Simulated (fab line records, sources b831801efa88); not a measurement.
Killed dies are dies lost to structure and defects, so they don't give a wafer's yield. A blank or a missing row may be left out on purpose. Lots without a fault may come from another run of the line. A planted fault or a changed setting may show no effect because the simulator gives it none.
Which tool did it? | flow gf180mcu | 14 lots, 42 wafers sampled, at 4 steps of a route of 602

WHAT THE GAUGES READ, wafer by wafer
GF_MVSD_TW_MEAS_11.
lot  | measured     | on            | MVSD_TW
L962 | day 4 14:41  | film_metro-02 | 1579 1582 1586
L963 | day 4 20:10  | film_metro-04 | 1548 1537 1543
L964 | day 5 02:41  | film_metro-04 | 1554 1548 1544
L969 | day 6 06:10  | film_metro-02 | 1577 1580 1582
L972 | day 6 23:50  | film_metro-04 | 1543 1547 1556
L973 | day 7 05:02  | film_metro-02 | 1580 1579 1576
L974 | day 7 11:47  | film_metro-01 | 1566 1564 1563
L975 | day 7 16:32  | film_metro-01 | 1557 1554 1554
L976 | day 7 22:23  | film_metro-02 | 1580 1591 1584
L979 | day 8 16:20  | film_metro-04 | 1550 1542 1552
L982 | day 9 07:52  | film_metro-01 | 1559 1557 1554
L983 | day 9 13:58  | film_metro-04 | 1559 1552 1547
L984 | day 9 19:38  | film_metro-04 | 1557 1549 1559
L985 | day 10 00:16 | film_metro-04 | 1555 1554 1549

GF_DUAL_GATE_OVL_MEAS_11.
lot  | measured     | on         | DUAL_GATE_OVL (nm)
L962 | day 8 16:21  | overlay-01 | 0.0 0.1 0.0
L963 | day 8 20:50  | overlay-02 | 0.1 -1.5 0.3
L964 | day 9 06:14  | overlay-02 | -2.1 -3.0 -1.1
L969 | day 10 12:53 | overlay-02 | -1.6 1.3 -2.0
L972 | day 11 12:37 | overlay-01 | 0.6 1.7 0.5
L973 | day 11 17:56 | overlay-02 | 0.0 -0.1 -0.4
L974 | day 12 02:35 | overlay-01 | 1.2 -0.2 -0.1
L975 | day 12 08:23 | overlay-01 | -0.6 -0.6 0.2
L976 | day 12 16:08 | overlay-02 | 1.9 0.7 -0.2
L979 | day 13 11:06 | overlay-01 | -1.4 -1.0 -0.7
L982 | day 14 05:50 | overlay-02 | -0.7 0.0 -1.2
L983 | day 14 15:18 | overlay-02 | -0.4 -0.6 -2.1
L984 | day 14 18:41 | overlay-02 | -0.1 1.3 -1.3
L985 | day 15 00:31 | overlay-01 | -0.2 -2.0 -0.9

GF_POLY_GATE_THK_MEAS_01.
lot  | measured     | on            | POLY_GATE_CVD_00_THK (nm)
L962 | day 8 19:31  | film_metro-03 | 196.8 200.2 199.9
L963 | day 9 00:12  | film_metro-03 | 199.8 200.1 200.3
L964 | day 9 09:23  | film_metro-02 | 196.0 197.0 196.8
L969 | day 10 16:03 | film_metro-02 | 197.7 199.1 198.8
L972 | day 11 20:54 | film_metro-03 | 201.1 202.7 202.8
L973 | day 11 22:01 | film_metro-02 | 198.8 199.2 199.0
L974 | day 12 05:45 | film_metro-03 | 200.1 200.0 199.6
L975 | day 12 12:16 | film_metro-03 | 197.9 199.6 198.0
L976 | day 12 20:27 | film_metro-04 | 199.0 200.6 200.0
L979 | day 13 17:47 | film_metro-03 | 199.9 200.3 200.3
L982 | day 14 09:00 | film_metro-03 | 201.0 202.4 202.2
L983 | day 14 18:29 | film_metro-03 | 195.9 195.9 195.5
L984 | day 14 22:24 | film_metro-04 | 199.4 201.2 200.3
L985 | day 15 03:41 | film_metro-04 | 200.8 200.5 200.2

WHICH TOOL RAN EACH LOT (tool, then ch and the chambers of the sampled wafers, then the start)
lot  | GF_VT_IMPLANT_SOFTBAKE_14
L962 | litho_track-04 ch 0, day 6 03:46
L963 | litho_track-02 ch 0, day 6 09:14
L964 | litho_track-04 ch 0, day 6 17:10
L969 | litho_track-04 ch 0, day 7 21:41
L972 | litho_track-02 ch 0, day 8 17:58
L973 | litho_track-02 ch 0, day 8 22:21
L974 | litho_track-01 ch 0, day 9 05:17
L975 | litho_track-01 ch 0, day 9 10:11
L976 | litho_track-04 ch 0, day 9 17:23
L979 | litho_track-04 ch 0, day 10 12:56
L982 | litho_track-01 ch 0, day 11 05:41
L983 | litho_track-01 ch 0, day 11 12:25
L984 | litho_track-01 ch 0, day 11 17:23
L985 | litho_track-02 ch 0, day 11 22:37
- GF_VT_IMPLANT_SOFTBAKE_14: time 60 s.

WHAT THE TOOLS THEMSELVES READ (means of the sampled wafers that have a number; where no wafer has one, the mark that the record gives instead)
GF_VT_IMPLANT_SOFTBAKE_14.
lot  | tool           | chill_plate_temp_C (C) | run_length_s (s)
L962 | litho_track-04 | 23.05                  | 89.43
L963 | litho_track-02 | 23.05                  | 89.13
L964 | litho_track-04 | 23.02                  | 89.41
L969 | litho_track-04 | 23.11                  | 89.42
L972 | litho_track-02 | 23.02                  | 101.11
L973 | litho_track-02 | 23.00                  | 100.95
L974 | litho_track-01 | 22.87                  | 88.86
L975 | litho_track-01 | 22.97                  | 88.87
L976 | litho_track-04 | 22.94                  | 89.47
L979 | litho_track-04 | 23.07                  | 89.40
L982 | litho_track-01 | 23.01                  | 88.98
L983 | litho_track-01 | 22.97                  | 89.02
L984 | litho_track-01 | 23.03                  | 88.87
L985 | litho_track-02 | 22.95                  | 89.02

THE ANSWER, worked out from the rows above alone
Rule: what is usual is taken from the lots themselves. Put in order of their means at a reading, lots are off if they are a third of the lots or fewer, leave a main group of 4 or more, and stand apart from it by a gap of 3 or more times the standard deviation of the main group's means; of several such gaps the widest counts. A main group whose means are all the same, to the digits that the tables above print for the reading, isn't used. A lot without any number at a reading at which 4 lots or more have one is off too. The other lots that the step has rows for count as sound. The gauges are gone through in route order, then the tools' own readings, and for those a lot's mean is taken as printed above. The first step at which some lot is off is used, and at that step the reading that is off furthest; a lot without a number counts as furthest.
Off: L972, L973, at GF_VT_IMPLANT_SOFTBAKE_14 (run_length_s). The main group: mean 89.16 s, standard deviation 0.24.
A tool fits if, at that step or a process step before it, it ran every lot that is off, and no sound lot after the first of them. None of those tried fits.

WHAT THE SIMULATOR HAD PUT IN
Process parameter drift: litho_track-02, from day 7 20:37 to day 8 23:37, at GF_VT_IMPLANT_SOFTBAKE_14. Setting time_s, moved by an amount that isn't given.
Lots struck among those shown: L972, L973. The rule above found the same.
